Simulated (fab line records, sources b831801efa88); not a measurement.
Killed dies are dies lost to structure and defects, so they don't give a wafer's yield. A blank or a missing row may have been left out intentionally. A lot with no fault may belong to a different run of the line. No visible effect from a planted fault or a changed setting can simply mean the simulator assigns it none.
fab line records ; flow sky130
record lots=12; wafers=36; lastDay=50
route steps=708 shown FIELD_ISO@24 VT_ADJUST_NCORE@129 VT_ADJUST_HVTR@140 SONOS_ONO@181
lots with no fault: from the same line, run without faults
startH: the number of hours between the record's first day and the start of the first shown wafer of the lot ; waitH: time in hours since the lot's previous step ; " same as the row above ; L1.1+2: a single row standing in for several wafers ; - no value present, or no start provided ; * or withheld: withheld ; < > ~ a bound
route shown NAME@n: a module of which the file shows steps, and the number in the route of the first ; usual: average and standard deviation across the fault-free wafers ; same: alike in all rows ; chamber/n: place in a boat ; sites: per-site readings ; _std_site: the values' standard deviation ; _edge_site: the outer-site mean with the inner-site mean subtracted ; radiusMm: how far each site lies from the wafer's centre ; mask NAME#n: copy n ; behind: the tool/chamber that last shaped the wafer ; hold: reason for holding the lot/hours on hold/outcome of the hold ; device: the transistor (n, p or np) that didn't switch ; end of line: the route-end tests of the same wafers ; a step without rows: its recipe alone ; killed: dies that structure and defects cost at the first sort, which is not the same as the wafer's yield ; map: a wafer's dies, marking killed ones x, the rest . and places with no die _
set.NAME: the setting that was run; set.NAME@STEP: the one run at that earlier step ; model.NAME: the simulator's own value behind a step, which no gauge read
the route's steps for a sample of lots (tables are steps, rows are wafers)
services: from which hour (startH, from the record's first day; less than 0 if before it) a tool's chamber was out of use, for how many hours, and why
## steps
# step SKY_FIELD_ISO_THK_MEAS_23
# recipe reads=SiO2_of_FIELD_ISO_OXIDATION_22
# usual FIELD_ISO_OXIDATION_01_THK=10.07/0.19
lot.wafer;tool;chamber;startH;waitH;FIELD_ISO_OXIDATION_01_THK[nm]
L993.2;filmMetro-04;-;35.49;0.0;10.34
L993.3;filmMetro-04;-;35.49;0.0;10.12
L993.5;filmMetro-04;-;35.49;0.0;10.22
L994.2;filmMetro-01;-;42.27;0.0;10.38
L994.3;filmMetro-01;-;42.27;0.0;10.30
L994.6;filmMetro-01;-;42.27;0.0;10.41
L996.1;filmMetro-04;-;48.38;0.0;10.15
L996.2;filmMetro-04;-;48.38;0.0;10.11
L996.5;filmMetro-04;-;48.38;0.0;10.03
L999.1;filmMetro-04;-;67.84;0.0;9.95
L999.2;filmMetro-04;-;67.84;0.0;10.03
L999.3;filmMetro-04;-;67.84;0.0;9.89
L100.2;filmMetro-04;-;68.80;0.0;10.24
L100.3;filmMetro-04;-;68.80;0.0;10.25
L100.4;filmMetro-04;-;68.80;0.0;10.12
L103.2;filmMetro-02;-;85.70;0.0;10.36
L103.4;filmMetro-02;-;85.70;0.0;10.09
L103.5;filmMetro-02;-;85.70;0.0;10.14
L104.2;filmMetro-01;-;88.20;0.0;9.89
L104.4;filmMetro-01;-;88.20;0.0;9.68
L104.5;filmMetro-01;-;88.20;0.0;9.92
L105.1;filmMetro-02;-;96.83;0.0;9.85
L105.2;filmMetro-02;-;96.83;0.0;9.77
L105.6;filmMetro-02;-;96.83;0.0;9.93
L106.1;filmMetro-02;-;99.42;0.0;9.66
L106.2;filmMetro-02;-;99.42;0.0;9.81
L106.5;filmMetro-02;-;99.42;0.0;9.78
L107.1;filmMetro-01;-;104.69;0.0;9.99
L107.3;filmMetro-01;-;104.69;0.0;9.80
L107.6;filmMetro-01;-;104.69;0.0;9.97
L108.3;filmMetro-01;-;108.72;0.0;10.29
L108.5;filmMetro-01;-;108.72;0.0;10.14
L108.6;filmMetro-01;-;108.72;0.0;10.25
L115.1;filmMetro-02;-;145.17;0.0;10.20
L115.2;filmMetro-02;-;145.17;0.0;10.13
L115.5;filmMetro-02;-;145.17;0.0;10.26
# step SKY_VT_ADJUST_NCORE_STRIP_10
# recipe chemistry=O2/N2; powerW=1400; pressureMtorr=1500; platenTempC=withheld; o2FlowSccm=3000; n2FlowSccm=300; overashFraction=0.5
# usual drypumpMotorCurrentA=5.9/0.48; oesProductAu=0.716/0.0048; stripTimeToEndpointS=14.17/0.038
lot.wafer;tool;chamber;startH;waitH;drypumpMotorCurrentA;oesProductAu;rfHoursCounterH;stripTimeToEndpointS
L993.2;plasmaAsher-02;1;192.30;0.1;6.8;0.711;44;14.16
L993.3;plasmaAsher-02;0;192.30;0.1;6.1;0.717;-;14.20
L993.5;plasmaAsher-02;0;192.30;0.1;6.0;0.713;-;14.18
L996.1;plasmaAsher-02;1;205.45;0.1;6.8;0.717;45;14.21
L996.2;plasmaAsher-02;0;205.45;0.1;6.1;0.714;45;14.19
L996.5;plasmaAsher-02;1;205.45;0.1;6.9;0.723;-;14.20
L994.2;plasmaAsher-01;1;206.95;0.1;5.5;0.716;56;14.20
L994.3;plasmaAsher-01;0;206.95;0.1;6.1;0.711;-;14.11
L994.6;plasmaAsher-01;1;206.95;0.1;5.5;0.711;-;14.15
L999.1;plasmaAsher-03;0;232.10;0.1;5.8;0.715;12;14.13
L999.2;plasmaAsher-03;1;232.10;0.1;5.3;0.721;12;14.12
L999.3;plasmaAsher-03;0;232.10;0.1;5.8;0.711;-;14.12
L100.2;plasmaAsher-01;1;232.15;0.1;5.6;0.722;58;14.23
L100.3;plasmaAsher-01;1;232.15;0.1;5.6;0.715;-;14.23
L100.4;plasmaAsher-01;0;232.15;0.1;6.1;0.719;-;14.19
L104.2;plasmaAsher-02;1;256.15;0.1;6.9;0.707;50;14.11
L104.4;plasmaAsher-02;0;256.15;0.1;6.0;0.713;-;14.15
L104.5;plasmaAsher-02;0;256.15;0.1;6.1;0.716;-;14.13
L103.2;plasmaAsher-01;1;257.35;0.1;5.6;0.720;61;14.17
L103.4;plasmaAsher-01;0;257.35;0.1;6.1;0.719;-;14.16
L103.5;plasmaAsher-01;0;257.35;0.1;6.1;0.718;-;14.17
L105.1;plasmaAsher-03;1;271.30;0.1;5.3;0.720;16;14.16
L105.2;plasmaAsher-03;0;271.30;0.1;5.8;0.710;16;14.14
L105.6;plasmaAsher-03;1;271.30;0.1;5.3;0.719;-;14.12
L106.1;plasmaAsher-02;0;271.95;0.1;6.0;0.715;52;14.20
L106.2;plasmaAsher-02;1;271.95;0.1;6.9;0.716;52;14.19
L106.5;plasmaAsher-02;0;271.95;0.1;6.1;0.709;-;14.19
L107.1;plasmaAsher-01;0;280.20;0.1;6.1;0.714;63;14.16
L107.3;plasmaAsher-01;1;280.20;0.1;5.5;0.714;-;14.11
L107.6;plasmaAsher-01;0;280.20;0.1;6.1;0.721;-;14.11
L108.3;plasmaAsher-02;1;285.18;0.1;6.8;0.719;-;14.17
L108.5;plasmaAsher-02;1;285.18;0.1;6.8;0.708;-;14.20
L108.6;plasmaAsher-02;0;285.18;0.1;6.1;0.719;-;14.15
L115.1;plasmaAsher-03;0;337.45;0.1;5.8;0.717;22;14.20
L115.2;plasmaAsher-03;1;337.45;0.1;5.3;0.720;22;14.19
L115.5;plasmaAsher-03;0;337.45;0.1;5.8;0.715;-;14.18
# step SKY_VT_ADJUST_HVTR_IMPLANT_09
# recipe species=B; energyKev=10; doseCm2=2.1e+12; tiltDeg=withheld
# usual doseIonsCm2=2.1001e+12/2.3e+09; endStationPressureTorr=5.01e-06/2.6e-07; faradayCurrentUA=11.87/0.23
lot.wafer;tool;chamber;startH;waitH;doseIonsCm2;endStationPressureTorr;faradayCurrentUA
L993.2;implanter-02;0;212.05;0.0;2.0983e+12;4.96e-06;12.04
L993.3;implanter-02;0;212.05;0.0;2.0974e+12;4.78e-06;11.64
L993.5;implanter-02;0;212.05;0.0;2.0984e+12;5.26e-06;11.33
L996.1;implanter-02;0;227.10;0.0;2.1e+12;5.13e-06;11.60
L996.2;implanter-02;0;227.10;0.0;2.1e+12;4.86e-06;11.62
L996.5;implanter-02;0;227.10;0.0;2.0981e+12;4.82e-06;11.96
L994.2;implanter-02;0;229.28;0.0;2.1019e+12;5.12e-06;11.98
L994.3;implanter-02;0;229.28;0.0;2.1042e+12;5.16e-06;11.99
L994.6;implanter-02;0;229.28;0.0;2.1015e+12;5.8e-06;11.77
L999.1;implanter-04;0;255.95;0.0;2.1013e+12;5.06e-06;12.14
L999.2;implanter-04;0;255.95;0.0;2.1019e+12;4.94e-06;11.53
L999.3;implanter-04;0;255.95;0.0;2.1e+12;4.99e-06;11.79
L100.2;implanter-02;0;256.53;0.0;2.097e+12;4.81e-06;11.90
L100.3;implanter-02;0;256.53;0.0;2.1013e+12;5e-06;11.99
L100.4;implanter-02;0;256.53;0.0;2.1019e+12;5.03e-06;11.74
L104.2;implanter-02;0;280.58;0.0;2.1002e+12;5.27e-06;11.89
L104.4;implanter-02;0;280.58;0.0;2.099e+12;5.55e-06;11.50
L104.5;implanter-02;0;280.58;0.0;2.0968e+12;5.48e-06;11.94
L103.2;implanter-02;0;281.98;0.0;2.098e+12;4.66e-06;11.61
L103.4;implanter-02;0;281.98;0.0;2.0966e+12;4.75e-06;12.42
L103.5;implanter-02;0;281.98;0.0;2.0984e+12;4.82e-06;11.60
L105.1;implanter-02;0;295.85;0.0;1.5593e+12;4.93e-06;8.68
L105.2;implanter-02;0;295.85;0.0;1.5592e+12;5.15e-06;9.02
L105.6;implanter-02;0;295.85;0.0;1.5611e+12;5.63e-06;8.84
L106.1;implanter-02;0;296.50;0.0;1.5623e+12;5.13e-06;8.71
L106.2;implanter-02;0;296.50;0.0;1.5608e+12;4.85e-06;8.87
L106.5;implanter-02;0;296.50;0.0;1.5636e+12;4.94e-06;9.05
L107.1;implanter-04;0;304.41;0.0;2.102e+12;5.57e-06;12.02
L107.3;implanter-04;0;304.41;0.0;2.0965e+12;5.03e-06;11.71
L107.6;implanter-04;0;304.41;0.0;2.0997e+12;5.17e-06;11.79
L108.3;implanter-04;0;310.75;0.1;2.0958e+12;4.98e-06;11.62
L108.5;implanter-04;0;310.75;0.1;2.1e+12;4.7e-06;11.87
L108.6;implanter-04;0;310.75;0.1;2.0997e+12;4.92e-06;12.06
L115.1;implanter-04;0;364.00;0.0;2.0998e+12;4.95e-06;11.97
L115.2;implanter-04;0;364.00;0.0;2.0986e+12;5.17e-06;11.86
L115.5;implanter-04;0;364.00;0.0;2.0979e+12;5.14e-06;11.68
# step SKY_VT_ADJUST_HVTR_TW_MEAS_11
# usual VT_ADJUST_HVTR_TW=208.7/2.1
lot.wafer;tool;chamber;startH;waitH;hold;VT_ADJUST_HVTR_TW
L993.2;filmMetro-02;-;212.29;0.1;-;206.2
L993.3;filmMetro-02;-;212.29;0.1;-;207.4
L993.5;filmMetro-02;-;212.29;0.1;-;206.9
L996.1;filmMetro-03;-;227.35;0.1;-;209.4
L996.2;filmMetro-03;-;227.35;0.1;-;209.0
L996.5;filmMetro-03;-;227.35;0.1;-;209.4
L994.2;filmMetro-03;-;229.51;0.1;-;208.3
L994.3;filmMetro-03;-;229.51;0.1;-;209.7
L994.6;filmMetro-03;-;229.51;0.1;-;208.2
L999.1;filmMetro-02;-;256.20;0.1;-;208.1
L999.2;filmMetro-02;-;256.20;0.1;-;208.2
L999.3;filmMetro-02;-;256.20;0.1;-;207.9
L100.2;filmMetro-03;-;256.77;0.1;-;209.7
L100.3;filmMetro-03;-;256.77;0.1;-;210.4
L100.4;filmMetro-03;-;256.77;0.1;-;209.4
L104.2;filmMetro-02;-;280.81;0.1;-;209.3
L104.4;filmMetro-02;-;280.81;0.1;-;206.8
L104.5;filmMetro-02;-;280.81;0.1;-;207.6
L103.2;filmMetro-03;-;282.21;0.1;-;208.8
L103.4;filmMetro-03;-;282.21;0.1;-;209.5
L103.5;filmMetro-03;-;282.21;0.1;-;208.7
L105.1;filmMetro-02;-;296.10;0.1;awaitDispo/0.2h/release;190.5
L105.2;filmMetro-02;-;296.10;0.1;awaitDispo/0.2h/release;191.5
L105.6;filmMetro-02;-;296.10;0.1;awaitDispo/0.2h/release;191.2
L105.1;filmMetro-02;-;296.33;0.2;-;190.3
L105.2;filmMetro-02;-;296.33;0.2;-;190.9
L105.6;filmMetro-02;-;296.33;0.2;-;191.2
L106.1;filmMetro-02;-;296.75;0.1;awaitDispo/0.2h/release;190.5
L106.2;filmMetro-02;-;296.75;0.1;awaitDispo/0.2h/release;191.0
L106.5;filmMetro-02;-;296.75;0.1;awaitDispo/0.2h/release;191.1
L106.1;filmMetro-02;-;296.98;0.2;-;191.7
L106.2;filmMetro-02;-;296.98;0.2;-;190.3
L106.5;filmMetro-02;-;296.98;0.2;-;190.9
L107.1;filmMetro-03;-;304.66;0.1;-;209.7
L107.3;filmMetro-03;-;304.66;0.1;-;208.8
L107.6;filmMetro-03;-;304.66;0.1;-;209.8
L108.3;filmMetro-04;-;310.97;0.1;-;215.0
L108.5;filmMetro-04;-;310.97;0.1;-;214.6
L108.6;filmMetro-04;-;310.97;0.1;-;214.1
L115.1;filmMetro-02;-;364.25;0.1;-;206.2
L115.2;filmMetro-02;-;364.25;0.1;-;205.2
L115.5;filmMetro-02;-;364.25;0.1;-;204.4
# step SKY_SONOS_ONO_CD_MEAS_13
# recipe targetCdNm=410
# usual cdNm=409.2/2.3
lot.wafer;tool;chamber;startH;waitH;cdNm
L993.2;cdSem-02;-;288.41;0.1;410.8
L993.3;cdSem-02;-;288.41;0.1;409.8
L993.5;cdSem-02;-;288.41;0.1;408.6
L996.1;cdSem-02;-;306.65;0.1;409.8
L996.2;cdSem-02;-;306.65;0.1;406.9
L996.5;cdSem-02;-;306.65;0.1;406.4
L994.2;cdSem-01;-;307.51;0.1;407.5
L994.3;cdSem-01;-;307.51;0.1;410.3
L994.6;cdSem-01;-;307.51;0.1;409.5
L999.1;cdSem-02;-;336.84;0.1;408.4
L999.2;cdSem-02;-;336.84;0.1;408.5
L999.3;cdSem-02;-;336.84;0.1;411.0
L100.2;cdSem-01;-;338.46;0.1;412.2
L100.3;cdSem-01;-;338.46;0.1;410.7
L100.4;cdSem-01;-;338.46;0.1;411.8
L104.2;cdSem-01;-;364.16;0.1;405.4
L104.4;cdSem-01;-;364.16;0.1;406.0
L104.5;cdSem-01;-;364.16;0.1;407.2
L103.2;cdSem-01;-;365.47;0.1;411.1
L103.4;cdSem-01;-;365.47;0.1;411.5
L103.5;cdSem-01;-;365.47;0.1;410.0
L105.1;cdSem-02;-;379.94;0.1;410.8
L105.2;cdSem-02;-;379.94;0.1;410.4
L105.6;cdSem-02;-;379.94;0.1;412.2
L106.1;cdSem-01;-;380.89;0.1;412.7
L106.2;cdSem-01;-;380.89;0.1;409.9
L106.5;cdSem-01;-;380.89;0.1;410.1
L107.1;cdSem-02;-;388.54;0.1;414.9
L107.3;cdSem-02;-;388.54;0.1;413.4
L107.6;cdSem-02;-;388.54;0.1;413.1
L108.3;cdSem-01;-;396.88;0.1;409.5
L108.5;cdSem-01;-;396.88;0.1;409.5
L108.6;cdSem-01;-;396.88;0.1;408.5
L115.1;cdSem-01;-;458.75;0.1;406.9
L115.2;cdSem-01;-;458.75;0.1;406.1
L115.5;cdSem-01;-;458.75;0.1;406.2
## services
tool;chamber;startH;hours;kind
plasmaAsher-02;-;257.77;0.9;repair
implanter-04;-;263.37;4.4;repair
implanter-04;-;269.57;1.3;repair
plasmaAsher-02;-;359.50;28.1;pm
implanter-02;-;361.39;4.8;repair
## key
firstSign step=SKY_VT_ADJUST_HVTR_IMPLANT_09; reading=doseIonsCm2; direction=down; sigmas=99+; usual=*; struck=*
effect step=SKY_VT_ADJUST_HVTR_IMPLANT_09; reading=faradayCurrentUA; direction=down; sigmas=13; usual=11.87; struck=8.86
effect step=SKY_VT_ADJUST_HVTR_TW_MEAS_11; reading=visit; direction=added
effect step=SKY_VT_ADJUST_HVTR_TW_MEAS_11; reading=VT_ADJUST_HVTR_TW; direction=down; sigmas=8.6; usual=208.7; struck=191.0
metAt SKY_VT_ADJUST_HVTR_IMPLANT_09
struckLots L105,L106
rowsEnd L105.1,L105.2,L105.6,L106.1,L106.2,L106.5
notActingAt SKY_FIELD_ISO_THK_MEAS_23,SKY_VT_ADJUST_NCORE_STRIP_10,SKY_SONOS_ONO_CD_MEAS_13
onsetBetween 281.98 295.85
fault kind=processParameterDrift; tool=implanter-02; chamber=-; onsetH=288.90; steps=SKY_VT_ADJUST_HVTR_IMPLANT_09; channel=doseCm2; offset=*; shape=step; endH=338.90; actsIn=*; stated=*
# rowsEnd: these wafers met a further fault down the route, and their rows from its step on are left out
